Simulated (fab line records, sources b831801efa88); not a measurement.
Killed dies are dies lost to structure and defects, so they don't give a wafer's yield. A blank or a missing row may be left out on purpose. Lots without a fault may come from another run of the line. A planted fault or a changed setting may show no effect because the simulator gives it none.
Split-lot experiment | flow sfq_line | 5 lots, 27 wafers read, on a route of 325 steps

THE SPLIT
At SFQ_TRILAYER_M0_DEP_SPUTTER_019 (material Nb, target thk 200 nm, time 133.3 s), the setting time_s was moved away from the recipe's 133.3 s on 9 of the 27 wafers read, by -43.3% to +45.2%. The other wafers ran this setting at the recipe's value.

FROM THE SPLIT TO THE READING: what the file shows between them, 3 steps
- SFQ_M0_RS_MEAS_904: measures by four-point-probe
- SFQ_TRILAYER_M0_LITHO_COAT_026: resist thk 62 nm
- SFQ_TRILAYER_M0_BARC_OPEN_METAL_ETCH_031: etches BARC in O2, target depth 125 nm, time 41.7 s

THE READING
oes_product_au, in a.u., at SFQ_TRILAYER_M0_ETCH_METAL_ETCH_024 (etches Nb in Cl2/Ar, stops on SiO2, target depth 240 nm, time 120 s). Fault-free wafers of this fab line usually give 0.893 a.u., standard deviation 0.0074 a.u..

wafer  | tool, chamber at the split | time_s as run, s | against the recipe | oes_product_au, a.u. | against lot-mates on the recipe
L075.1 | pvd_sputter-04, -          | 80.15            | -39.9%             | 0.674                | -0.214
L075.2 | pvd_sputter-04, -          | 133.3            | recipe             | 0.887                | -
L075.3 | pvd_sputter-04, -          | 80.15            | -39.9%             | 0.692                | -0.196
L075.4 | pvd_sputter-04, -          | 133.3            | recipe             | 0.888                | -
L075.5 | pvd_sputter-04, -          | 80.15            | -39.9%             | 0.680                | -0.208
L075.6 | pvd_sputter-04, -          | 133.3            | recipe             | 0.889                | -
L076.3 | pvd_sputter-04, -          | 133.3            | recipe             | 0.888                | -
L076.4 | pvd_sputter-04, -          | 133.3            | recipe             | 0.902                | -
L076.5 | pvd_sputter-04, -          | 133.3            | recipe             | 0.893                | -
L078.1 | pvd_sputter-04, -          | 133.3            | recipe             | 0.897                | -
L078.2 | pvd_sputter-04, -          | 133.3            | recipe             | 0.884                | -
L078.3 | pvd_sputter-04, -          | 75.63            | -43.3%             | 0.667                | -0.227
L078.4 | pvd_sputter-04, -          | 75.63            | -43.3%             | 0.670                | -0.224
L078.5 | pvd_sputter-04, -          | 75.63            | -43.3%             | 0.671                | -0.223
L078.6 | pvd_sputter-04, -          | 133.3            | recipe             | 0.900                | -
L080.1 | pvd_sputter-06, -          | 133.3            | recipe             | 0.902                | -
L080.2 | pvd_sputter-06, -          | 193.6            | +45.2%             | 1.001                | +0.102
L080.3 | pvd_sputter-06, -          | 193.6            | +45.2%             | 1.003                | +0.104
L080.4 | pvd_sputter-06, -          | 193.6            | +45.2%             | 0.975                | +0.076
L080.5 | pvd_sputter-06, -          | 133.3            | recipe             | 0.899                | -
L080.6 | pvd_sputter-06, -          | 133.3            | recipe             | 0.897                | -
L084.1 | pvd_sputter-05, -          | 133.3            | recipe             | 0.897                | -
L084.2 | pvd_sputter-05, -          | 133.3            | recipe             | 0.903                | -
L084.3 | pvd_sputter-05, -          | 133.3            | recipe             | 0.899                | -
L084.4 | pvd_sputter-05, -          | 133.3            | recipe             | 0.883                | -
L084.5 | pvd_sputter-05, -          | 133.3            | recipe             | 0.907                | -
L084.6 | pvd_sputter-05, -          | 133.3            | recipe             | 0.883                | -

THE FIT
A straight line over all 27 wafers: oes_product_au changes by +0.00397 a.u. for each +1% of time_s; r = +0.95; the points scatter about the line by 0.033 a.u..
The same after taking each lot's own level away (the mean of its wafers on the recipe; 27 wafers): +0.00388 a.u. for each +1%; r = +0.95; scatter 0.033 a.u..
On that fit, the largest move of time_s shifts the reading by 0.18 a.u..
The lots' own levels span 0.8880 to 0.8993 a.u., that is 1.5 times the standard deviation above.
So the lot-to-lot level changes the slope little: the two slopes agree.
Check: with one of the wafers moved furthest among these (+45.2%) left out of the fit, the line predicts +0.167 a.u. for it against its lot-mates. It came out at +0.102 a.u. against them.

OTHER SPLITS ON THESE WAFERS
These wafers also went through other splits before the reading. Each is held against what the fit with the lots' levels taken away leaves over:
other split on the same wafers                | wafers away from the commonest value | r with oes_product_au (lot level and that fit taken away)
SFQ_TRILAYER_INCOMING_OXIDATION_002 ox_time_s | 21                                   | +0.23

THE WHOLE CHAIN: every reading that the file lists as answering this split, in the file's order
step                                | what it does                                                        | reading                                                                                   | change (the file's fit)                   | r (the file's)
SFQ_TRILAYER_M0_DEP_SPUTTER_019     | material Nb, target thk 200 nm, time 133.3 s                        | Nb_of_TRILAYER_M0_DEP_SPUTTER_019.thk_nm (the simulator's own value, which no gauge read) | +2.02 nm for each +1% of the setting      | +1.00
SFQ_M0_RS_MEAS_904                  | measures by four-point-probe                                        | M0_NB_RS                                                                                  | -0.0123 for each +1% of the setting       | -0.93
SFQ_TRILAYER_M0_ETCH_METAL_ETCH_024 | etches Nb in Cl2/Ar, stops on SiO2, target depth 240 nm, time 120 s | oes_product_au                                                                            | +0.00402 a.u. for each +1% of the setting | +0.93

THE FILE'S OWN FIT
oes_product_au changes by +0.00402 a.u. for each +1% of time_s, r = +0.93.
